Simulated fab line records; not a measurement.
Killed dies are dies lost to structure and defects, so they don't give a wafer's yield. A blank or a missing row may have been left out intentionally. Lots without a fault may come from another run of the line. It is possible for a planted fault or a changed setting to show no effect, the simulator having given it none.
Chamber matching ; flow sky130 ; 4 sister chambers for SKY_VIA3_ETCH_15 on rie diel-02
The step etches SiO2 in C4F8/O2/Ar, stops on TiN, target depth 507 nm, time 78 s. 8 wafers are shown with their chamber, then 12 later ones without.

EACH WAFER AND ITS CHAMBER
wafer;chamber;oes product au (a.u.)
L085.1;1;0.939
L087.1;1;0.939
L087.4;2;0.939
L088.4;2;0.952
L088.6;0;0.947
L091.1;0;0.944
L091.3;3;0.953
L091.6;3;0.943

WAFERS WHOSE CHAMBER IS MISSING
wafer;oes product au (a.u.)
L094.2;0.951
L094.3;0.946
L094.4;0.947
L092.1;0.945
L092.2;0.934
L092.3;0.949
L092.4;0.949
L092.5;0.946
L092.6;0.941
L097.2;0.940
L097.3;0.951
L097.5;0.949

WHICH CHAMBER EACH ONE RAN IN
wafer;from the rows above;in truth
L094.2;can't be placed: 3 or 0 or 2 or 1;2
L094.3;can't be placed: 0 or 2 or 3 or 1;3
L094.4;can't be placed: 3 or 0 or 2 or 1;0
L092.1;can't be placed: 0 or 2 or 3 or 1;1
L092.2;can't be placed: 1 or 0 or 2 or 3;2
L092.3;can't be placed: 3 or 0 or 2 or 1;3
L092.4;can't be placed: 3 or 0 or 2 or 1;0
L092.5;can't be placed: 0 or 2 or 3 or 1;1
L092.6;can't be placed: 1 or 0 or 2 or 3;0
L097.2;can't be placed: 1 or 0 or 2 or 3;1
L097.3;can't be placed: 3 or 0 or 2 or 1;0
L097.5;can't be placed: 3 or 0 or 2 or 1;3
0 of 12 placed correctly. Unplaceable from these rows: 12, with the true chamber sitting among the candidates in 12. Placed wrongly: 0.
How it was worked out, from the rows above alone: a wafer's distance from a chamber is the root of the sum, over the readings, of the square of ((its reading less the chamber's mean) divided by the reading's scatter). If the next closest chamber is less than 2 further off than the closest, the wafer can't be placed; otherwise it belongs to the closest. For every chamber, the mean is computed from those of its wafers that are shown. The scatter: take each reading less its chamber's mean, square it, sum over the shown wafers, divide by the number of wafers less the number of chambers, and take the root.
